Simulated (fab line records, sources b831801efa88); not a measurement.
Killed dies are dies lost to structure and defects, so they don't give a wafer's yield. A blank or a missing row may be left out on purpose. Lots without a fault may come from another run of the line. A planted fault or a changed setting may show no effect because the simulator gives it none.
Which tool did it? | flow gf180mcu | 12 lots, 36 wafers sampled, at 4 steps of a route of 602

WHAT THE GAUGES READ, wafer by wafer
GF_V3_RS_MEAS_24: measures by four-point-probe.
lot  | measured     | on            | V3_W_RS (ohm/sq)
L439 | day 23 13:29 | film_metro-01 | 0.331 0.319 0.329
L441 | day 24 08:51 | film_metro-03 | 0.324 0.327 0.334
L443 | day 25 04:05 | film_metro-01 | 0.328 0.327 0.328
L445 | day 26 00:02 | film_metro-03 | 0.320 0.332 0.327
L447 | day 26 12:36 | film_metro-03 | 0.329 0.321 0.325
L451 | day 27 21:46 | film_metro-01 | 0.324 0.331 0.332
L453 | day 28 08:17 | film_metro-04 | 0.325 0.324 0.326
L455 | day 28 20:33 | film_metro-04 | 0.326 0.335 0.324
L456 | day 29 07:14 | film_metro-01 | 0.334 0.325 0.332
L457 | day 29 07:37 | film_metro-04 | 0.335 0.326 0.335
L458 | day 29 15:25 | film_metro-03 | 0.322 0.319 0.329
L459 | day 29 18:17 | film_metro-01 | 0.331 0.335 0.316

GF_V5_CD_MEAS_14: target cd 260 nm.
lot  | measured     | on        | cd_nm (nm)
L439 | day 28 06:59 | cd_sem-01 | 261.8 261.4 260.6
L441 | day 28 23:22 | cd_sem-02 | 262.2 261.1 261.5
L443 | day 29 15:38 | cd_sem-01 | 259.0 258.0 259.9
L445 | day 30 08:34 | cd_sem-01 | 263.1 262.1 262.9
L447 | day 30 20:40 | cd_sem-01 | 261.1 262.2 260.4
L451 | day 31 22:59 | cd_sem-02 | 283.4 282.7 281.9
L453 | day 32 08:45 | cd_sem-02 | 280.9 281.6 281.4
L455 | day 32 19:46 | cd_sem-01 | 260.9 262.3 260.5
L456 | day 33 05:08 | cd_sem-01 | 276.3 276.2 276.7
L457 | day 33 05:29 | cd_sem-01 | 261.0 261.1 260.2
L458 | day 33 12:14 | cd_sem-02 | 260.0 261.1 261.4
L459 | day 33 15:41 | cd_sem-02 | 262.5 259.8 261.1

WHICH TOOL RAN EACH LOT (tool, then ch and the chambers of the sampled wafers, then the start)
lot  | GF_V3_SPUTTER_21             | GF_V5_SOFTBAKE_10
L439 | pvd_sputter-02, day 23 13:16 | litho_track-04 ch 0, day 27 21:00
L441 | pvd_sputter-02, day 24 08:35 | litho_track-04 ch 0, day 28 13:00
L443 | pvd_sputter-04, day 25 03:51 | litho_track-01 ch 0, day 29 05:00
L445 | pvd_sputter-01, day 25 23:50 | litho_track-04 ch 0, day 29 23:00
L447 | pvd_sputter-02, day 26 12:21 | litho_track-02 ch 0, day 30 11:00
L451 | pvd_sputter-02, day 27 21:32 | litho_track-02 ch 0, day 31 14:00
L453 | pvd_sputter-04, day 28 08:02 | litho_track-02 ch 0, day 32 00:00
L455 | pvd_sputter-04, day 28 20:17 | litho_track-01 ch 0, day 32 11:00
L456 | pvd_sputter-04, day 29 07:01 | litho_track-02 ch 0, day 32 20:00
L457 | pvd_sputter-02, day 29 07:23 | litho_track-04 ch 0, day 32 21:00
L458 | pvd_sputter-04, day 29 15:11 | litho_track-01 ch 0, day 33 04:00
L459 | pvd_sputter-04, day 29 18:03 | litho_track-04 ch 0, day 33 07:00
- GF_V3_SPUTTER_21: material Ti, target thk 15 nm, time 80.02 s.
- GF_V5_SOFTBAKE_10: time 60 s.

WHAT THE TOOLS THEMSELVES READ (means of the sampled wafers that have a number; where no wafer has one, the mark that the record gives instead)
GF_V3_SPUTTER_21.
lot  | tool           | throttle_valve_pct (%)
L439 | pvd_sputter-02 | 28.8
L441 | pvd_sputter-02 | 29.5
L443 | pvd_sputter-04 | 29.4
L445 | pvd_sputter-01 | 30.4
L447 | pvd_sputter-02 | 29.6
L451 | pvd_sputter-02 | 29.7
L453 | pvd_sputter-04 | 29.4
L455 | pvd_sputter-04 | 29.3
L456 | pvd_sputter-04 | 29.4
L457 | pvd_sputter-02 | 29.6
L458 | pvd_sputter-04 | 29.0
L459 | pvd_sputter-04 | 29.2

GF_V5_SOFTBAKE_10.
lot  | tool           | heater_power_total_W (W) | plate_temp_C (C) | resist_line_temp_C (C)
L439 | litho_track-04 | 93.03                    | 129.97           | 23.01
L441 | litho_track-04 | 93.02                    | 130.06           | 22.89
L443 | litho_track-01 | 93.09                    | 130.11           | 23.10
L445 | litho_track-04 | 93.05                    | 130.02           | 23.08
L447 | litho_track-02 | 93.08                    | 130.09           | 22.97
L451 | litho_track-02 | 99.12                    | 136.57           | 22.88
L453 | litho_track-02 | 99.06                    | 136.47           | 23.05
L455 | litho_track-01 | 93.07                    | 130.10           | 22.90
L456 | litho_track-02 | 99.06                    | 136.36           | 23.00
L457 | litho_track-04 | 93.10                    | 130.06           | 23.01
L458 | litho_track-01 | 93.05                    | 129.93           | 23.04
L459 | litho_track-04 | 93.05                    | 130.02           | 23.04

THE ANSWER, worked out from the rows above alone
Rule: what is usual is taken from the lots themselves. Put in order of their means at a reading, lots are off if they are a third of the lots or fewer, leave a main group of 4 or more, and stand apart from it by a gap of 3 or more times the standard deviation of the main group's means; of several such gaps the widest counts. A main group whose means are all the same, to the digits that the tables above print for the reading, isn't used. A lot without any number at a reading at which 4 lots or more have one is off too. The other lots that the step has rows for count as sound. The gauges are gone through in route order, then the tools' own readings, and for those a lot's mean is taken as printed above. The first step at which some lot is off is used, and at that step the reading that is off furthest; a lot without a number counts as furthest.
Off: L451, L453, L456, at GF_V5_CD_MEAS_14 (cd_nm). The main group: mean 261.1 nm, standard deviation 0.92.
A tool fits if, at a process step before that reading, it ran every lot that is off, and no sound lot after the first of them. The gauges at GF_V5_CD_MEAS_14 aren't tried: what is off there is off at GF_V5_SOFTBAKE_10 too, on other tools, and a gauge's error can't cause that. One fits: litho_track-02 at GF_V5_SOFTBAKE_10. Its last sound lot is L447 (day 30 11:00), its first lot that is off L451 (day 31 14:00): a fault that began between those two fits.
The tool's own readings at GF_V5_SOFTBAKE_10 bear it out: on the lots that are off they differ by more than 5 times the standard deviation of the sound lots' means. heater_power_total_W reads 99.08 W there against 93.06 W on the sound lots; plate_temp_C reads 136.47 C there against 130.04 C on the sound lots.

WHAT THE SIMULATOR HAD PUT IN
Process parameter drift: litho_track-02, from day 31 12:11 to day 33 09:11, at GF_V5_SOFTBAKE_10. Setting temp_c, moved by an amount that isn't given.
Lots struck among those shown: L451, L453, L456. The rule above found the same.
